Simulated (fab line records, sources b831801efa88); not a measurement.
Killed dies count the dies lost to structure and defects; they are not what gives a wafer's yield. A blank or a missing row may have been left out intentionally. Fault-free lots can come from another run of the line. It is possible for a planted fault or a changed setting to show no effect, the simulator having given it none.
What tool caused it? ; flow gf180mcu ; 45 wafers from 15 lots sampled at 4 of the route's 602 steps

## WHAT THE GAUGES READ, wafer by wafer
GF_STI_BOW_MEAS_00.
lot;measured;on;INCOMING_BOW (um)
L568;day 1 10:02;film metro-03;3 -1 14
L570;day 1 20:01;film metro-04;7 -2 -12
L571;day 2 01:07;film metro-03;-1 4 -9
L572;day 2 06:01;film metro-02;-10 3 -1
L573;day 2 11:00;film metro-03;3 -4 -10
L574;day 2 16:00;film metro-04;2 -2 -7
L575;day 2 21:00;film metro-02;-4 0 -9
L578;day 3 12:01;film metro-03;4 9 -4
L582;day 4 08:02;film metro-04;-4 -1 1
L584;day 4 18:00;film metro-04;4 2 -12
L585;day 4 23:02;film metro-04;0 4 -4
L588;day 5 14:01;film metro-02;6 -8 2
L589;day 5 19:00;film metro-03;12 8 -5
L590;day 6 00:00;film metro-03;-12 -3 -9
L591;day 6 05:00;film metro-03;4 -2 4

GF_NSD_TW_MEAS_12.
lot;measured;on;NSD_TW
L568;day 13 15:30;film metro-02;4176 4162 4197
L570;day 13 22:11;film metro-01;4291 4309 4288
L571;day 14 06:29;film metro-01;4286 4303 4291
L575;day 15 20:38;film metro-01;4242 4285 4269
L578;day 17 01:52;film metro-01;4253 4262 4256
L582;day 18 06:30;film metro-02;4212 4194 4194
L584;day 18 22:47;film metro-01;4223 4254 4270
L585;day 19 18:04;film metro-02;4187 4172 4208
L588;day 20 21:01;film metro-04;4194 4188 4182
L589;day 21 02:50;film metro-02;4201 4219 4185
L590;day 21 00:50;film metro-04;4194 4187 4199
L591;day 21 13:43;film metro-04;4177 4183 4189

## WHICH TOOL RAN EACH LOT (tool, then ch and the chambers of the sampled wafers, then the start)
lot;GF_VT_IMPLANT_EXPOSE_15;GF_POLY_GATE_ETCH_12
L568;iline stepper-01 ch 0, day 6 06:20;rie diel-01 ch 0,3, day 9 12:32
L570;iline stepper-02 ch 0, day 6 14:18;rie diel-03 ch 0,2,3, day 9 20:16
L571;iline stepper-02 ch 0, day 6 16:41;rie diel-03 ch 1,3, day 10 02:11
L572;iline stepper-01, day 6 23:13;-
L573;iline stepper-02, day 7 18:28;-
L574;iline stepper-01, day 7 18:53;-
L575;iline stepper-01 ch 0, day 7 22:14;rie diel-01 ch 0,2,3, day 11 10:10
L578;iline stepper-01 ch 0, day 8 17:02;rie diel-02 ch 1,2,3, day 12 07:05
L582;iline stepper-02 ch 0, day 9 10:21;rie diel-02 ch 2,3, day 13 10:23
L584;iline stepper-01 ch 0, day 10 01:56;rie diel-01 ch 0,2,3, day 13 22:52
L585;iline stepper-01 ch 0, day 10 10:12;rie diel-02 ch 0,2, day 14 17:35
L588;iline stepper-02 ch 0, day 11 10:08;rie diel-03 ch 0,1,2, day 15 15:58
L589;iline stepper-01 ch 0, day 11 21:04;rie diel-02 ch 1,2,3, day 15 21:32
L590;iline stepper-02 ch 0, day 11 19:31;rie diel-01 ch 0,1,2, day 15 21:11
L591;iline stepper-02 ch 0, day 12 02:05;rie diel-02 ch 0,1,3, day 16 08:08
- GF_VT_IMPLANT_EXPOSE_15: exposes mask Nwell LV AREA, target cd 860 nm.
- GF_POLY_GATE_ETCH_12: etches BARC in N2/H2.

## WHAT THE TOOLS THEMSELVES READ (means of the sampled wafers that have a number; where no wafer has one, the mark that the record gives instead)
GF_VT_IMPLANT_EXPOSE_15.
lot;tool;exposure dose mJ cm2;focus offset nm (nm)
L568;iline stepper-01;139.75;0.3
L570;iline stepper-02;139.89;-0.4
L571;iline stepper-02;139.95;0.2
L572;iline stepper-01;-;-
L573;iline stepper-02;-;-
L574;iline stepper-01;-;-
L575;iline stepper-01;140.10;0.4
L578;iline stepper-01;139.90;0.0
L582;iline stepper-02;140.00;0.3
L584;iline stepper-01;139.95;-0.2
L585;iline stepper-01;140.00;0.1
L588;iline stepper-02;140.08;-0.0
L589;iline stepper-01;140.00;-0.1
L590;iline stepper-02;139.90;0.2
L591;iline stepper-02;139.93;-0.3

GF_POLY_GATE_ETCH_12.
lot;tool;drypump motor current A (A);oes product au (a.u.);throttle valve pct (%)
L568;rie diel-01;5.9;0.735;13.216
L570;rie diel-03;6.1;0.737;13.217
L571;rie diel-03;5.9;0.738;13.210
L575;rie diel-01;5.7;0.736;13.221
L578;rie diel-02;5.5;0.731;13.206
L582;rie diel-02;5.7;0.736;13.213
L584;rie diel-01;5.7;0.738;13.197
L585;rie diel-02;5.6;0.736;13.211
L588;rie diel-03;5.8;0.735;13.220
L589;rie diel-02;5.5;0.736;13.211
L590;rie diel-01;5.8;0.738;13.206
L591;rie diel-02;5.4;0.740;13.220

## THE ANSWER, worked out from the rows above alone
Rule: the usual values come from the lots themselves. The widest of any qualifying gaps counts: lots, ordered by their means at a reading, are off when they make up no more than a third of the lots, leave a main group of 4 or more, and stand apart from it by 3 or more times the standard deviation of that group's means. A main group whose means are all the same, to the digits that the tables above print for the reading, isn't used. Also off: a lot with no number at a reading for which 4 or more lots have one. Where the step has rows for the other lots, those lots are counted as sound. First the gauges in route order, then the tools' own readings, where a lot's mean is used as printed above. At the first step where some lot is off, the reading lying furthest off is the one used; lots without a number count as furthest.
Off: L572, L573, L574, at GF_VT_IMPLANT_EXPOSE_15 (exposure dose mJ cm2). Without a number there: L572, L573, L574. Mean 139.95 and standard deviation 0.089 in the main group.
A tool fits if, at that step or a process step before it, it ran every lot that is off, and no sound lot after the first of them. None of those tried fits.

## WHAT THE SIMULATOR HAD PUT IN
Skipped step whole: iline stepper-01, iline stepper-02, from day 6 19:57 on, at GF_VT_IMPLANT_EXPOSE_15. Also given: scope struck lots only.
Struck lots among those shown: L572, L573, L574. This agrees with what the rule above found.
